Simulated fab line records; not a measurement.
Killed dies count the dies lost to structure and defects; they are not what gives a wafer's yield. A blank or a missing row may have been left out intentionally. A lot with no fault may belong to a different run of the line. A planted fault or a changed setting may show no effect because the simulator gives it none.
Matching of chambers -- flow sky130 -- cmp-02 running SKY_VIA3_CMP_24: 4 sister chambers
The step polishes, stops on SiO2, t overpolish 20 s, target thk 0 nm. 16 wafers are shown with their chamber, then 8 later ones without.

## WAFERS PAIRED WITH THEIR CHAMBERS
wafer,chamber,motorCurrentA (A),edgeZonePressureFrac,timeToEndpointS (s)
L074.1,1,12.1,1.000,95
L074.2,2,12.3,1.003,97
L074.6,1,11.6,0.994,93
L075.2,0,10.6,1.003,100
L075.3,1,12.0,0.993,94
L075.6,0,10.1,1.000,97
L078.1,1,11.5,1.006,90
L078.3,2,12.3,0.995,101
L078.4,3,12.9,1.000,97
L081.3,2,12.4,1.003,96
L081.5,1,12.2,0.998,100
L081.6,0,10.5,1.010,95
L086.1,2,12.4,0.994,97
L086.3,0,10.6,1.002,98
L086.6,2,12.2,0.995,93
L090.2,3,12.2,0.992,97

SIGNATURES, as means of the wafers listed above
reading,chamber 0,chamber 1,chamber 2,chamber 3,scatter within a chamber
motorCurrentA,10.450,11.880,12.320,12.550,0.263
edgeZonePressureFrac,1.00375,0.99820,0.99800,0.99600,0.00484
timeToEndpointS,97.50,94.40,96.80,97.00,2.87
Rule: for each reading, subtract the chamber's mean from the wafer's reading, divide by that reading's scatter and square the result; add these up over the readings and take the root, which gives the wafer's distance from the chamber. If the next closest chamber is less than 2 further off than the closest, the wafer can't be placed; otherwise it belongs to the closest. The scatter: take each reading less its chamber's mean, square it, sum over the shown wafers, divide by the number of wafers less the number of chambers, and take the root.

## WAFERS WITHOUT THEIR CHAMBER
wafer,motorCurrentA (A),edgeZonePressureFrac,timeToEndpointS (s)
L090.4,10.3,1.009,98
L090.5,12.2,0.999,93
L094.2,13.7,1.003,101
L094.3,10.6,0.997,101
L094.5,10.5,1.002,106
L096.2,12.4,0.994,106
L096.4,12.2,1.000,96
L096.6,13.2,1.006,99

## THE CHAMBER EACH PASSED THROUGH
wafer,from the rows above,in truth
L090.4,0,0
L090.5,can't be placed: 1 or 2 or 3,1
L094.2,can't be placed: 3 or 2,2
L094.3,0,0
L094.5,0,0
L096.2,can't be placed: 3 or 2 or 1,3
L096.4,can't be placed: 2 or 1 or 3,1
L096.6,can't be placed: 3 or 2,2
Correct placement for 3 of the 8. Cannot be placed on the basis of these rows: 5; the candidates contain the true chamber in 5. Placed wrongly: 0.
